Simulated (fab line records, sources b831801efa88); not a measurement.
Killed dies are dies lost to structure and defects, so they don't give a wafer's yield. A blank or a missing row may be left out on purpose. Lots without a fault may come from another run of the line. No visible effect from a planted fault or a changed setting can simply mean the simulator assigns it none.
fab line records	flow gf180mcu
record: lots: 24	wafers: 72	lastDay: 34
route steps=602 shown M3@415 M4@462 V4@491 V5@541 PASSIVATION@598
lots that met no fault: from a run of the same line without faults
startH: the number of hours between the record's first day and the start of the first shown wafer of the lot	waitH: hours elapsed since this lot's preceding step	" unchanged from the row above	L1.1+2: one row covering several wafers at once	- no value, or no start given	* or withheld: withheld	< > ~ a bound
route shown NAME@n: a module of which the file shows steps, and the number in the route of the first	usual: mean/standard deviation taken from wafers without a fault	same: alike in all rows	chamber/n: place in a boat	sites: each site's reading	_std_site: the standard deviation of these	_edge_site: the outer-site mean with the inner-site mean subtracted	radiusMm: for every site, how far away it sits from the centre of the wafer	mask NAME#n: copy n	behind: the tool/chamber that last shaped the wafer	hold: why the lot went on hold/how many hours it stayed there/how the hold came to an end	device: the n, p or np transistor that did not switch	end of line: at the end of the route, the tests of the same wafers	where a step has no rows: the recipe by itself	killed: dies that structure and defects cost at the first sort, which is not the same as the wafer's yield	map: a wafer's dies, x killed, . not, _ none there
set.NAME: setting as actually run; set.NAME@STEP: the setting as run at that earlier step	model.NAME: the simulator's own value behind a step, which no gauge read
steps of the route over a sample of lots; a table a step, a row a wafer
services: when a tool's chamber went out of use (startH, in hours from the record's first day, below 0 if earlier), for how many hours, and the reason
== steps ==
step: GF_M3_THK_MEAS_06
recipe: thkMeasGauge: xrf	reads: AlCu_of_M3_SPUTTER_02
usual: M3_ALCU_THK: 438/4.4
lot.wafer	tool	chamber	startH	waitH	M3_ALCU_THK[nm]
L074.2	filmMetro-02	-	473.23	0.1	438
L074.4	"	-	"	"	445
L074.5	"	-	"	"	438
L076.1	filmMetro-03	-	480.94	0.1	436
L076.3	"	-	"	"	434
L076.4	"	-	"	"	433
L075.1	filmMetro-03	-	484.71	0.1	437
L075.2	"	-	"	"	435
L075.3	"	-	"	"	434
L077.2	filmMetro-01	-	489.86	0.1	436
L077.5	"	-	"	"	432
L077.6	"	-	"	"	439
L078.2	filmMetro-02	-	505.52	0.1	443
L078.3	"	-	"	"	429
L078.5	"	-	"	"	433
L079.1	filmMetro-03	-	513.55	0.1	443
L079.3	"	-	"	"	442
L079.5	"	-	"	"	442
L080.1	filmMetro-03	-	522.56	0.1	439
L080.2	"	-	"	"	439
L080.4	"	-	"	"	441
L081.3	filmMetro-03	-	524.23	0.1	445
L081.4	"	-	"	"	441
L081.6	"	-	"	"	444
L082.1	filmMetro-03	-	531.55	0.1	441
L082.3	"	-	"	"	436
L082.6	"	-	"	"	441
L083.1	filmMetro-01	-	545.94	0.1	432
L083.3	"	-	"	"	433
L083.4	"	-	"	"	436
L084.2	filmMetro-03	-	554.92	0.1	437
L084.3	"	-	"	"	444
L084.4	"	-	"	"	437
L085.1	filmMetro-01	-	560.39	0.1	437
L085.2	"	-	"	"	440
L085.3	"	-	"	"	438
L086.2	filmMetro-03	-	567.47	0.1	434
L086.3	"	-	"	"	442
L086.6	"	-	"	"	439
L087.2	filmMetro-01	-	582.97	0.1	450
L087.4	"	-	"	"	448
L087.6	"	-	"	"	448
L088.1	filmMetro-03	-	591.77	0.1	438
L088.5	"	-	"	"	436
L088.6	"	-	"	"	436
L089.1	filmMetro-02	-	600.84	0.1	447
L089.3	"	-	"	"	441
L089.6	"	-	"	"	446
L090.1	filmMetro-02	-	602.71	0.1	437
L090.2	"	-	"	"	436
L090.5	"	-	"	"	430
L091.1	filmMetro-02	-	607.88	0.1	438
L091.5	"	-	"	"	439
L091.6	"	-	"	"	437
L092.1	filmMetro-02	-	617.81	0.1	432
L092.2	"	-	"	"	432
L092.4	"	-	"	"	434
L093.1	filmMetro-02	-	626.24	0.1	442
L093.2	"	-	"	"	439
L093.3	"	-	"	"	438
L094.1	filmMetro-02	-	632.69	0.1	434
L094.5	"	-	"	"	434
L094.6	"	-	"	"	436
L095.1	filmMetro-01	-	632.97	0.1	437
L095.3	"	-	"	"	437
L095.5	"	-	"	"	432
L096.1	filmMetro-03	-	648.72	0.1	442
L096.2	"	-	"	"	439
L096.3	"	-	"	"	435
L097.2	filmMetro-01	-	650.80	0.1	441
L097.3	"	-	"	"	434
L097.5	"	-	"	"	436
step: GF_M4_THK_MEAS_06
recipe: thkMeasGauge: xrf	reads: AlCu_of_M4_SPUTTER_02
usual: M4_ALCU_THK: 440/4.8
lot.wafer	tool	chamber	startH	waitH	M4_ALCU_THK[nm]
L074.2	filmMetro-04	-	523.92	0.1	426
L074.4	"	-	"	"	436
L074.5	"	-	"	"	436
L076.1	filmMetro-03	-	531.85	0.1	439
L076.3	"	-	"	"	438
L076.4	"	-	"	"	438
L075.1	filmMetro-04	-	534.57	0.1	442
L075.2	"	-	"	"	444
L075.3	"	-	"	"	446
L077.2	filmMetro-03	-	539.28	0.1	442
L077.5	"	-	"	"	440
L077.6	"	-	"	"	442
L078.2	filmMetro-03	-	554.27	0.1	452
L078.3	"	-	"	"	448
L078.5	"	-	"	"	451
L079.1	filmMetro-03	-	562.10	0.1	440
L079.3	"	-	"	"	431
L079.5	"	-	"	"	432
L080.1	filmMetro-04	-	570.50	0.1	439
L080.2	"	-	"	"	441
L080.4	"	-	"	"	439
L081.3	filmMetro-03	-	571.42	0.1	450
L081.4	"	-	"	"	448
L081.6	"	-	"	"	443
L082.1	filmMetro-03	-	578.97	0.1	444
L082.3	"	-	"	"	440
L082.6	"	-	"	"	445
L083.1	filmMetro-03	-	592.56	0.1	443
L083.3	"	-	"	"	443
L083.4	"	-	"	"	437
L084.2	filmMetro-02	-	601.17	0.1	434
L084.3	"	-	"	"	438
L084.4	"	-	"	"	438
L085.1	filmMetro-03	-	606.69	0.1	436
L085.2	"	-	"	"	436
L085.3	"	-	"	"	433
L086.2	filmMetro-04	-	612.37	0.1	442
L086.3	"	-	"	"	444
L086.6	"	-	"	"	440
L087.2	filmMetro-04	-	627.38	0.1	444
L087.4	"	-	"	"	440
L087.6	"	-	"	"	440
L088.1	filmMetro-04	-	636.65	0.1	440
L088.5	"	-	"	"	445
L088.6	"	-	"	"	445
L089.1	filmMetro-03	-	644.61	0.1	443
L089.3	"	-	"	"	439
L089.6	"	-	"	"	443
L090.1	filmMetro-02	-	646.77	0.1	433
L090.2	"	-	"	"	440
L090.5	"	-	"	"	431
L091.1	filmMetro-03	-	651.21	0.1	442
L091.5	"	-	"	"	446
L091.6	"	-	"	"	442
L092.1	filmMetro-03	-	660.86	0.1	443
L092.2	"	-	"	"	441
L092.4	"	-	"	"	432
L093.1	filmMetro-02	-	669.27	0.1	440
L093.2	"	-	"	"	441
L093.3	"	-	"	"	445
L095.1	filmMetro-02	-	674.66	0.1	435
L095.3	"	-	"	"	435
L095.5	"	-	"	"	437
L094.1	filmMetro-04	-	675.36	0.1	443
L094.5	"	-	"	"	434
L094.6	"	-	"	"	438
L096.1	filmMetro-03	-	690.86	0.1	443
L096.2	"	-	"	"	431
L096.3	"	-	"	"	438
L097.2	filmMetro-04	-	691.98	0.1	444
L097.3	"	-	"	"	447
L097.5	"	-	"	"	445
step: GF_M4_CD_MEAS_14
recipe: targetCdNm: 280
usual: cdNm: 280.0/1.1
lot.wafer	tool	chamber	startH	waitH	cdNm
L074.2	cdSem-01	-	546.48	0.1	279.6
L074.4	"	-	"	"	279.0
L074.5	"	-	"	"	279.2
L076.1	cdSem-02	-	554.31	0.1	282.7
L076.3	"	-	"	"	281.8
L076.4	"	-	"	"	281.7
L075.1	cdSem-01	-	557.21	0.1	280.1
L075.2	"	-	"	"	279.9
L075.3	"	-	"	"	278.9
L077.2	cdSem-02	-	561.18	0.1	278.6
L077.5	"	-	"	"	279.2
L077.6	"	-	"	"	279.1
L078.2	cdSem-02	-	576.28	0.1	279.5
L078.3	"	-	"	"	280.7
L078.5	"	-	"	"	279.3
L079.1	cdSem-01	-	583.16	0.1	281.7
L079.3	"	-	"	"	281.8
L079.5	"	-	"	"	280.6
L080.1	cdSem-02	-	591.66	0.1	279.9
L080.2	"	-	"	"	279.2
L080.4	"	-	"	"	280.0
L081.3	cdSem-01	-	592.15	0.1	280.0
L081.4	"	-	"	"	279.9
L081.6	"	-	"	"	280.5
L082.1	cdSem-02	-	600.11	0.1	280.1
L082.3	"	-	"	"	280.5
L082.6	"	-	"	"	279.9
L083.1	cdSem-02	-	613.21	0.1	278.1
L083.3	"	-	"	"	277.4
L083.4	"	-	"	"	277.4
L084.2	cdSem-01	-	621.18	0.1	278.7
L084.3	"	-	"	"	279.5
L084.4	"	-	"	"	279.7
L085.1	cdSem-02	-	626.46	0.1	278.7
L085.2	"	-	"	"	279.8
L085.3	"	-	"	"	279.8
L086.2	cdSem-02	-	632.63	0.1	280.6
L086.3	"	-	"	"	280.5
L086.6	"	-	"	"	280.3
L087.2	cdSem-02	-	647.58	0.1	279.4
L087.4	"	-	"	"	280.4
L087.6	"	-	"	"	278.9
L088.1	cdSem-01	-	655.56	0.1	280.2
L088.5	"	-	"	"	280.3
L088.6	"	-	"	"	280.0
L089.1	cdSem-02	-	663.46	0.1	278.6
L089.3	"	-	"	"	278.0
L089.6	"	-	"	"	278.1
L090.1	cdSem-02	-	666.26	0.1	278.7
L090.2	"	-	"	"	280.7
L090.5	"	-	"	"	280.1
L091.1	cdSem-02	-	670.31	0.1	281.3
L091.5	"	-	"	"	280.1
L091.6	"	-	"	"	281.7
L092.1	cdSem-02	-	679.56	0.1	279.0
L092.2	"	-	"	"	279.5
L092.4	"	-	"	"	280.9
L093.1	cdSem-01	-	688.56	0.1	280.5
L093.2	"	-	"	"	280.5
L093.3	"	-	"	"	280.6
L095.1	cdSem-01	-	694.01	0.1	282.1
L095.3	"	-	"	"	281.1
L095.5	"	-	"	"	281.6
L094.1	cdSem-02	-	694.31	0.1	281.4
L094.5	"	-	"	"	281.5
L094.6	"	-	"	"	280.9
L096.1	cdSem-02	-	709.41	0.1	279.2
L096.2	"	-	"	"	280.2
L096.3	"	-	"	"	280.8
L097.2	cdSem-02	-	710.43	0.1	279.2
L097.3	"	-	"	"	279.6
L097.5	"	-	"	"	280.0
step: GF_V4_OVL_MEAS_15
usual: V4_OVL: 0/5.3
lot.wafer	tool	chamber	startH	waitH	V4_OVL[nm]
L074.2	overlay-02	-	570.38	0.1	-4
L074.4	"	-	"	"	-10
L074.5	"	-	"	"	-4
L076.1	overlay-02	-	577.78	0.1	2
L076.3	"	-	"	"	-4
L076.4	"	-	"	"	0
L075.1	overlay-01	-	580.93	0.1	7
L075.2	"	-	"	"	12
L075.3	"	-	"	"	6
L077.2	overlay-02	-	584.54	0.1	5
L077.5	"	-	"	"	-4
L077.6	"	-	"	"	2
L078.2	overlay-02	-	598.88	0.1	-11
L078.3	"	-	"	"	-6
L078.5	"	-	"	"	-7
L079.1	overlay-02	-	605.78	0.1	-3
L079.3	"	-	"	"	2
L079.5	"	-	"	"	-4
L080.1	overlay-01	-	614.28	0.1	-6
L080.2	"	-	"	"	-3
L080.4	"	-	"	"	-2
L081.3	overlay-02	-	614.64	0.1	2
L081.4	"	-	"	"	5
L081.6	"	-	"	"	-2
L082.1	overlay-02	-	622.28	0.1	12
L082.3	"	-	"	"	8
L082.6	"	-	"	"	10
L083.1	overlay-02	-	635.33	0.1	2
L083.3	"	-	"	"	-5
L083.4	"	-	"	"	-3
L084.2	overlay-02	-	642.53	0.1	-1
L084.3	"	-	"	"	8
L084.4	"	-	"	"	0
L085.1	overlay-01	-	648.43	0.1	-9
L085.2	"	-	"	"	-7
L085.3	"	-	"	"	-11
L086.2	overlay-01	-	653.78	0.1	2
L086.3	"	-	"	"	-3
L086.6	"	-	"	"	2
L087.2	overlay-02	-	668.53	0.1	4
L087.4	"	-	"	"	4
L087.6	"	-	"	"	4
L088.1	overlay-02	-	676.43	0.1	-1
L088.5	"	-	"	"	7
L088.6	"	-	"	"	5
L089.1	overlay-01	-	684.73	0.1	1
L089.3	"	-	"	"	5
L089.6	"	-	"	"	3
L090.1	overlay-02	-	686.77	0.1	2
L090.2	"	-	"	"	-1
L090.5	"	-	"	"	6
L091.1	overlay-02	-	691.43	0.1	-5
L091.5	"	-	"	"	1
L091.6	"	-	"	"	0
L092.1	overlay-02	-	699.93	0.1	2
L092.2	"	-	"	"	5
L092.4	"	-	"	"	4
L093.1	overlay-01	-	709.18	0.1	0
L093.2	"	-	"	"	-6
L093.3	"	-	"	"	-1
L095.1	overlay-02	-	714.48	0.1	0
L095.3	"	-	"	"	6
L095.5	"	-	"	"	0
L094.1	overlay-01	-	714.48	0.1	7
L094.5	"	-	"	"	-2
L094.6	"	-	"	"	-9
L096.1	overlay-02	-	728.03	0.1	-2
L096.2	"	-	"	"	4
L096.3	"	-	"	"	-2
L097.2	overlay-02	-	729.73	0.1	0
L097.3	"	-	"	"	-2
L097.5	"	-	"	"	-8
step: GF_V5_THK_MEAS_01
recipe: reads: SiO2_of_V5_CVD_00
usual: V5_CVD_00_THK: 300/3.8
lot.wafer	tool	chamber	startH	waitH	V5_CVD_00_THK[nm]
L074.2	filmMetro-04	-	615.45	0.0	298
L074.4	"	-	"	"	292
L074.5	"	-	"	"	296
L076.1	filmMetro-01	-	623.11	0.0	293
L076.3	"	-	"	"	296
L076.4	"	-	"	"	295
L075.1	filmMetro-03	-	625.62	0.0	297
L075.2	"	-	"	"	299
L075.3	"	-	"	"	297
L077.2	filmMetro-03	-	630.03	0.0	301
L077.5	"	-	"	"	298
L077.6	"	-	"	"	297
L078.2	filmMetro-04	-	641.00	0.0	307
L078.3	"	-	"	"	305
L078.5	"	-	"	"	299
L079.1	filmMetro-03	-	649.02	0.0	302
L079.3	"	-	"	"	300
L079.5	"	-	"	"	308
L080.1	filmMetro-03	-	655.63	0.0	299
L080.2	"	-	"	"	304
L080.4	"	-	"	"	308
L081.3	filmMetro-04	-	658.30	0.0	306
L081.4	"	-	"	"	300
L081.6	"	-	"	"	301
L082.1	filmMetro-01	-	664.94	0.0	302
L082.3	"	-	"	"	301
L082.6	"	-	"	"	302
L083.1	filmMetro-03	-	677.99	0.0	307
L083.3	"	-	"	"	304
L083.4	"	-	"	"	306
L084.2	filmMetro-04	-	683.36	0.0	305
L084.3	"	-	"	"	304
L084.4	"	-	"	"	304
L085.1	filmMetro-04	-	690.69	0.0	301
L085.2	"	-	"	"	299
L085.3	"	-	"	"	301
L086.2	filmMetro-01	-	694.64	0.0	299
L086.3	"	-	"	"	307
L086.6	"	-	"	"	307
L087.2	filmMetro-04	-	708.67	0.1	296
L087.4	"	-	"	"	299
L087.6	"	-	"	"	293
L088.1	filmMetro-04	-	717.03	0.0	298
L088.5	"	-	"	"	300
L088.6	"	-	"	"	302
L089.1	filmMetro-03	-	725.07	0.0	300
L089.3	"	-	"	"	298
L089.6	"	-	"	"	300
L090.1	filmMetro-04	-	726.12	0.0	300
L090.2	"	-	"	"	300
L090.5	"	-	"	"	301
L091.1	filmMetro-01	-	730.92	0.0	298
L091.5	"	-	"	"	302
L091.6	"	-	"	"	297
L092.1	filmMetro-03	-	739.04	0.0	300
L092.2	"	-	"	"	303
L092.4	"	-	"	"	302
L093.1	filmMetro-01	-	747.34	0.0	296
L093.2	"	-	"	"	301
L093.3	"	-	"	"	297
L094.1	filmMetro-03	-	752.04	0.0	303
L094.5	"	-	"	"	303
L094.6	"	-	"	"	302
L095.1	filmMetro-03	-	752.48	0.0	298
L095.3	"	-	"	"	300
L095.5	"	-	"	"	303
L096.1	filmMetro-04	-	764.43	0.0	299
L096.2	"	-	"	"	298
L096.3	"	-	"	"	306
L097.2	filmMetro-01	-	765.90	0.0	303
L097.3	"	-	"	"	297
L097.5	"	-	"	"	300
step: GF_PASSIVATION_ETCH_11
recipe: chemistry: CF4/O2	targetDepthNm: 1800	stopOn: TiN	sourceW: 800	biasW: 150	pressureMtorr: 150	cf4FlowSccm: 80	O2_flow_sccm: 10	timeS: 400
usual: biasW: 150.0/0.47	drypumpMotorCurrentA: 5.5/0.32	oesProductAu: 0.963/0.0073	throttleValvePct: 5.960/0.0082
lot.wafer	tool	chamber	startH	waitH	biasW	drypumpMotorCurrentA	oesProductAu	rfHoursCounterH	throttleValvePct
L074.2	rieDiel-04	0	678.61	-	150.3	5.0	0.953	12	5.962
L074.4	"	2	"	"	150.1	5.2	0.959	9	5.972
L074.5	"	2	"	"	149.9	5.2	0.963	-	5.954
L076.1	rieDiel-03	3	685.51	-	149.6	5.7	0.960	2	5.953
L076.3	"	0	"	"	149.4	6.1	0.960	36	5.952
L076.4	"	2	"	"	150.1	5.4	0.965	31	5.959
L075.1	rieDiel-03	1	686.96	-	150.2	5.7	0.959	9	5.958
L075.2	"	2	"	"	150.0	5.4	0.959	31	5.962
L075.3	"	3	"	"	150.0	5.7	0.961	2	5.957
L077.2	rieDiel-03	2	691.91	-	149.4	5.5	0.953	31	5.951
L077.5	"	1	"	"	151.0	5.7	0.963	-	5.949
L077.6	"	2	"	"	149.6	5.4	0.975	-	5.954
L078.2	rieDiel-03	2	701.61	-	149.8	5.5	0.964	32	5.983
L078.3	"	0	"	"	149.6	6.0	0.954	36	5.955
L078.5	"	0	"	"	149.5	6.0	0.964	-	5.965
L079.1	rieDiel-04	3	708.71	-	150.9	5.4	0.960	3	5.944
L079.3	"	0	"	"	150.3	5.0	0.960	13	5.947
L079.5	"	3	"	"	150.5	5.4	0.971	-	5.958
L080.1	rieDiel-04	2	716.11	-	150.4	5.2	0.948	11	5.966
L080.2	"	3	"	"	149.0	5.4	0.965	3	5.968
L080.4	"	0	"	"	150.8	5.1	0.952	13	5.942
L081.3	rieDiel-04	1	718.06	-	150.7	5.8	0.954	40	5.956
L081.4	"	0	"	"	149.9	5.0	0.973	14	5.952
L081.6	"	3	"	"	149.8	5.4	0.976	-	5.968
L082.1	rieDiel-04	1	723.61	-	149.8	5.7	0.969	40	5.963
L082.3	"	2	"	"	149.1	5.2	0.973	11	5.962
L082.6	"	0	"	"	149.8	5.0	0.973	-	5.952
L083.1	rieDiel-03	1	735.66	-	150.2	5.7	0.956	11	5.953
L083.3	"	0	"	"	150.3	6.1	0.958	38	5.958
L083.4	"	2	"	"	150.1	5.4	0.972	33	5.959
L084.2	rieDiel-01	2	739.45	-	150.4	5.8	0.957	14	5.953
L084.3	"	3	"	"	149.2	6.0	0.971	28	5.949
L084.4	"	2	"	"	151.2	5.9	0.965	-	5.958
L085.1	rieDiel-03	2	747.21	-	150.6	5.4	0.955	33	5.974
L085.2	"	1	"	"	150.3	5.7	0.954	12	5.945
L085.3	"	0	"	"	149.9	6.1	0.957	38	5.973
L086.2	rieDiel-03	2	751.41	-	150.4	5.5	0.956	34	5.972
L086.3	"	0	"	"	150.6	6.0	0.946	39	5.955
L086.6	"	3	"	"	150.1	5.6	0.963	-	5.962
L087.2	rieDiel-01	1	763.00	-	150.0	5.9	0.958	33	5.956
L087.4	"	1	"	"	149.5	5.9	0.968	-	5.978
L087.6	"	2	"	"	150.2	5.8	0.965	-	5.949
L088.1	rieDiel-03	3	770.51	-	150.1	5.6	0.963	5	5.962
L088.5	"	3	"	"	149.8	5.7	0.963	-	5.964
L088.6	"	0	"	"	150.1	6.0	0.972	-	5.959
L089.1	rieDiel-04	1	778.35	-	149.3	5.8	0.958	42	5.959
L089.3	"	0	"	"	150.0	5.1	0.955	16	5.942
L089.6	"	3	"	"	149.6	5.4	0.968	-	5.959
L090.1	rieDiel-04	2	779.51	-	149.4	5.2	0.967	13	5.950
L090.2	"	1	"	"	150.5	5.7	0.957	42	5.955
L090.5	"	2	"	"	150.0	5.2	0.969	-	5.966
L091.1	rieDiel-01	3	784.15	-	150.2	6.0	0.965	31	5.962
L091.5	"	2	"	"	149.8	5.9	0.965	-	5.957
L091.6	"	3	"	"	150.7	5.9	0.982	-	5.957
L092.1	rieDiel-04	3	791.01	-	149.7	5.4	0.964	6	5.962
L092.2	"	1	"	"	150.2	5.7	0.962	43	5.951
L092.4	"	0	"	"	149.5	5.1	0.963	17	5.957
L093.1	rieDiel-04	2	797.46	-	149.9	5.2	0.959	14	5.962
L093.2	"	0	"	"	149.8	5.0	0.951	18	5.945
L093.3	"	1	"	"	150.1	5.8	0.952	43	5.953
L094.1	rieDiel-01	1	803.21	-	149.2	5.9	0.946	36	5.972
L094.5	"	1	"	"	149.0	5.9	0.965	-	5.960
L094.6	"	0	"	"	150.0	5.8	0.967	-	5.965
L095.1	rieDiel-04	3	803.31	-	150.3	5.4	0.954	7	5.954
L095.3	"	1	"	"	150.6	5.8	0.966	44	5.955
L095.5	"	2	"	"	150.6	5.2	0.964	-	5.953
L096.1	rieDiel-04	0	813.35	-	150.4	5.1	0.953	18	5.953
L096.2	"	3	"	"	149.5	5.4	0.960	8	5.953
L096.3	"	2	"	"	150.6	5.2	0.957	15	5.960
L097.2	rieDiel-04	3	814.45	-	150.0	5.4	0.960	8	5.953
L097.3	"	0	"	"	149.7	5.0	0.969	19	5.944
L097.5	"	2	"	"	149.9	5.2	0.972	-	5.969
== services ==
tool	chamber	startH	hours	kind
rieDiel-04	1	690.19	1.6	repair
rieDiel-04	0	692.23	5.3	repair
rieDiel-01	3	709.79	8.6	repair
rieDiel-01	2	716.75	1.4	repair
rieDiel-01	0	738.08	-	clean
rieDiel-01	0	738.08	28.2	scheduledDown
rieDiel-01	0	738.08	28.2	ventCycle
rieDiel-01	2	766.91	7.2	repair
rieDiel-03	3	792.40	10.2	repair
rieDiel-03	-	793.84	0.1	repair
rieDiel-03	0	802.57	-	clean
rieDiel-04	1	808.17	-	clean
rieDiel-03	2	811.67	4.2	repair
rieDiel-01	-	813.29	0.4	repair
== key ==
fault none
